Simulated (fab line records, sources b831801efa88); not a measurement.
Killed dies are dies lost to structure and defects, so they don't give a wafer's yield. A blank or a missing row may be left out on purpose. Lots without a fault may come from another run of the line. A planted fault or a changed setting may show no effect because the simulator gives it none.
A struck lot beside a sound one | flow sky130 | 19 steps out of a route of 708
Sound: wafers L751.1, L751.4, L751.6. Struck: wafer L758.5. (L758.4, L758.6 of the same lot were not struck and are left out.) The cause comes at the end.
At each step with rows: each side's tool, then ch and its chambers, then its first start. Under that, the readings that differ: sound wafers | struck wafers | difference of the means | sigmas: that difference in standard deviations of wafers without a fault.
alike: readings whose means differ by less than 2 such deviations, and words and numbers that are the same on both sides. not compared: withheld readings, readings that some wafer has no value for, bounds like >300 that may hide the same value, and numbers for which the record gives no deviation and whose values overlap.
The two part at a step that has a row with sigmas, a row that says differs or no value, or rows on one side only. Numbers that don't overlap but have no deviation are shown without sigmas and don't part them. A reading that every wafer of one side lacks parts them only if that side has two wafers or more.

first, 1 step without rows for these wafers: SKY_VIA1_ETCH_14 (etches BARC in N2/H2, stops on SiO2, time 45.9 s, target depth 60 nm).
SKY_VIA1_ETCH_15: etches SiO2 in C4F8/O2/Ar, stops on TiN, target depth 351 nm, time 54 s.
  sound on rie_diel-01 ch 0,1,3, day 36 06:48; struck on rie_diel-04 ch 0, day 38 18:29
  alike: oes_product_au
  not compared: rf_hours_counter_h
then, 5 steps without rows for these wafers: SKY_VIA1_STRIP_16 (strips in O2/N2); SKY_VIA1_STRIP_17 (strips in post etch residue remover, time 1200 s); SKY_VIA1_CLEAN_18 (cleans in IPA, time 180 s); SKY_VIA1_CLEAN_19 (cleans in O3/DIW); SKY_VIA1_SPUTTER_20 (material TiN, target thk 20 nm, time 80 s).
SKY_VIA1_CVD_21: deposits W, target thk 270 nm, time 80.902 s.
  sound on cvd_w-02 ch 0,1, day 36 07:30; struck on cvd_w-02 ch 1, day 38 19:34
  alike: heater_power_w
SKY_VIA1_RS_MEAS_22: measures by four-point-probe.
  sound on film_metro-02, day 36 07:35; struck on film_metro-02, day 38 19:41
  alike: VIA1_W_RS
SKY_VIA1_THK_MEAS_23: measures by xrf.
  sound on film_metro-02, day 36 07:43; struck on film_metro-02, day 38 19:46
  alike: VIA1_W_THK
then, 1 step without rows for these wafers: SKY_VIA1_CMP_24 (polishes, stops on SiO2, t overpolish 15 s, target thk 0 nm).
SKY_METAL2_SPUTTER_00: material Ti, target thk 15 nm, time 10 s.
  sound on pvd_sputter-03, day 36 08:04; struck on pvd_sputter-03, day 38 20:06
  alike: throttle_valve_pct
SKY_METAL2_SPUTTER_01: material TiN, target thk 20 nm, time 16.7 s.
  sound on pvd_sputter-03, day 36 08:05; struck on pvd_sputter-03, day 38 20:07
  reading                                    | sound             | struck | difference | sigmas
  model.TiN_of_METAL2_SPUTTER_01.thk_nm (nm) | 19.82 19.92 20.21 | 7.407  | -12.576    |
  alike: throttle_valve_pct
SKY_METAL2_SPUTTER_02: material AlCu, target thk 250 nm, time 13.3 s.
  sound on pvd_sputter-03, day 36 08:07; struck on pvd_sputter-03, day 38 20:09
  alike: throttle_valve_pct
SKY_METAL2_SPUTTER_03: material Ti, target thk 5 nm, time 3.3 s.
  sound on pvd_sputter-03, day 36 08:08; struck on pvd_sputter-03, day 38 20:10
  alike: throttle_valve_pct
then, 1 step without rows for these wafers: SKY_METAL2_SPUTTER_04 (material TiN, target thk 70 nm, time 58.3 s).
SKY_METAL2_RS_MEAS_05: measures by four-point-probe.
  sound on film_metro-03, day 36 08:13; struck on film_metro-03, day 38 20:35
  alike: METAL2_ALCU_RS
  not compared: hold
SKY_METAL2_THK_MEAS_06: measures by xrf.
  sound on film_metro-03, day 36 08:20; struck on film_metro-04, day 39 00:17
  reading | sound | struck                   | difference                   | sigmas
  hold    | - - - | await_dispo/3.6h/release | no value on the sound wafers |
  alike: METAL2_ALCU_THK
-- the record jumps here: 10 days lie between the struck wafers' starts before and after (it left off in module METAL2 and takes up again in module PAD_OPEN, whose first step shown is number 708 of the route) --
SKY_PAD_OPEN_PROBE_99:
  the record has rows for the struck wafers here (prober-01, day 49 10:19) and none for the sound ones

WHERE THEY PART
First at SKY_METAL2_THK_MEAS_06; last, within this record, at SKY_PAD_OPEN_PROBE_99.

WHY: what the simulator had put in
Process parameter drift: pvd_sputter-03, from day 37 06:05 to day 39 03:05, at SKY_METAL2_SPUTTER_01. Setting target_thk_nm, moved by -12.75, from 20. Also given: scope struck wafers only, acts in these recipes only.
